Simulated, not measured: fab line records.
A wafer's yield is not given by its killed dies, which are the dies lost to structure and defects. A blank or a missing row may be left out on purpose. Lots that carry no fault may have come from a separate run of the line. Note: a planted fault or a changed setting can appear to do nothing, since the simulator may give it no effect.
A lot that was struck, set against a sound lot ; flow gf180mcu ; 21 out of 602 route steps
Sound: these wafers, L999.1, L999.2, L999.5. Struck: wafer L113.3 (L113.4, L113.6, from the same lot, were not struck and are left out); the cause is given at the end.
For every step that has rows: the tool of each side, followed by ch and its chambers, followed by its first start. Under that, the readings that differ: sound wafers ; struck wafers ; difference of the means ; sigmas: that difference in standard deviations of wafers without a fault.
alike: readings with means less than 2 such deviations apart, plus words and numbers identical on both sides. not compared: withheld readings, readings lacking a value on some wafer, bounds such as >300 that could conceal the same value, and numbers that have no deviation in the record and whose values overlap.
The two part at a step that has a row with sigmas, a row that says differs or no value, or rows on one side only. Numbers that have no deviation but don't overlap get no sigmas and don't part them. Lack of a reading on every wafer of one side parts them only where that side has two or more wafers.

first, 2 steps without rows for these wafers: GF_M2_CLEAN_19 (cleans in DIW); GF_V2_CVD_00 (deposits SiO2, target thk 600 nm, time 100 s).
GF_V2_THK_MEAS_01:
  struck on filmMetro-03, day 24 21:17; sound on filmMetro-02, day 19 04:40
reading;sound;struck;difference;sigmas
V2_CVD_00_THK (nm);604 602 605;588;-16;-2
GF_V2_CVD_02: deposits SiO2 from TEOS, target thk 850 nm, time 94.851 s.
  sound on pecvd-02 ch 0,1, day 19 04:43; struck on pecvd-02 ch 0, day 24 21:19
  alike: heaterPowerW
GF_V2_THK_MEAS_03:
  struck on filmMetro-04, day 24 21:25; sound on filmMetro-02, day 19 04:47
  alike: V2_CVD_02_THK
GF_V2_CMP_04: polishes SiO2.
  sound on cmp-02 ch 0,3, day 19 04:51; struck on cmp-02 ch 1, day 24 21:27
reading;sound;struck;difference;sigmas
slurryFlowMlMin;150.4 150.5 150.0;149.3;-1.0;-2
  alike: edgeZonePressureFrac, headPressurePsi, motorCurrentA, timeToEndpointS
GF_V2_BOW_MEAS_05:
  struck on filmMetro-04, day 24 21:47; sound on filmMetro-04, day 19 05:09
reading;sound;struck;difference;sigmas
V2_BOW (um);107 112 110;90;-20;-2
then, 5 steps without rows for these wafers: GF_V2_DEHYDRATE_06 (time 60 s); GF_V2_HMDS_07 (prime time 60 s); GF_V2_COAT_08; GF_V2_COAT_09 (resist thk 1000 nm); GF_V2_SOFTBAKE_10 (time 60 s).
GF_V2_EXPOSE_11: exposes mask Via2, target cd 260 nm.
  sound on krfScanner-01 ch 0, day 19 17:38; struck on krfScanner-01 ch 0, day 25 08:43
  alike: mask
then, 2 steps without rows for these wafers: GF_V2_PEB_12 (peb time 90 s); GF_V2_DEVELOP_13 (develop time 60 s).
GF_V2_CD_MEAS_14: target cd 260 nm.
  struck on cdSem-01, day 25 19:34; sound on cdSem-01, day 20 05:53
  alike: cdNm
GF_V2_OVL_MEAS_15:
  struck on overlay-02, day 25 19:39; sound on overlay-02, day 20 06:01
  alike: V2_OVL
GF_V2_ETCH_16: etches BARC in N2/H2.
  sound on rieDiel-03 ch 1,3, day 20 06:02; struck on rieDiel-01 ch 1, day 25 19:40
reading;sound;struck;difference;sigmas
model.V2.cdNm (nm);260.3 262.3 262.3;263.6;+2.0;
  alike: drypumpMotorCurrentA, oesProductAu, throttleValvePct
GF_V2_ETCH_17: etches SiO2 in C4F8/O2/Ar, stops on TiN, target depth 630 nm.
  sound: rieDiel-03 ch 1,3; struck: rieDiel-01 ch 1
reading;sound;struck;difference;sigmas
oesProductAu (a.u.);0.851 0.857 0.850;0.865;+0.012;+2
model.V2.cdNm (nm);259.8 262 262.1;263.1;+1.8;
GF_V2_STRIP_18: strips in O2/N2.
  sound on plasmaAsher-02 ch 0,1, day 20 06:10; struck on plasmaAsher-02 ch 0, day 25 19:50
  alike: drypumpMotorCurrentA, heaterPowerW, oesProductAu
  not compared: rfHoursCounterH
-- the record jumps here: 8 days lie between the struck wafers' starts before and after (it left off in module V2 and takes up again in module PASSIVATION, whose first step shown is number 602 of the route) --
GF_PASSIVATION_PROBE_99:
  the record has rows for the struck wafers here (prober-02, day 33 10:16) and none for the sound ones

WHERE THEY PART
At GF_V2_THK_MEAS_01 first; at GF_PASSIVATION_PROBE_99 last (within this record only).

WHY: whatever the simulator had introduced
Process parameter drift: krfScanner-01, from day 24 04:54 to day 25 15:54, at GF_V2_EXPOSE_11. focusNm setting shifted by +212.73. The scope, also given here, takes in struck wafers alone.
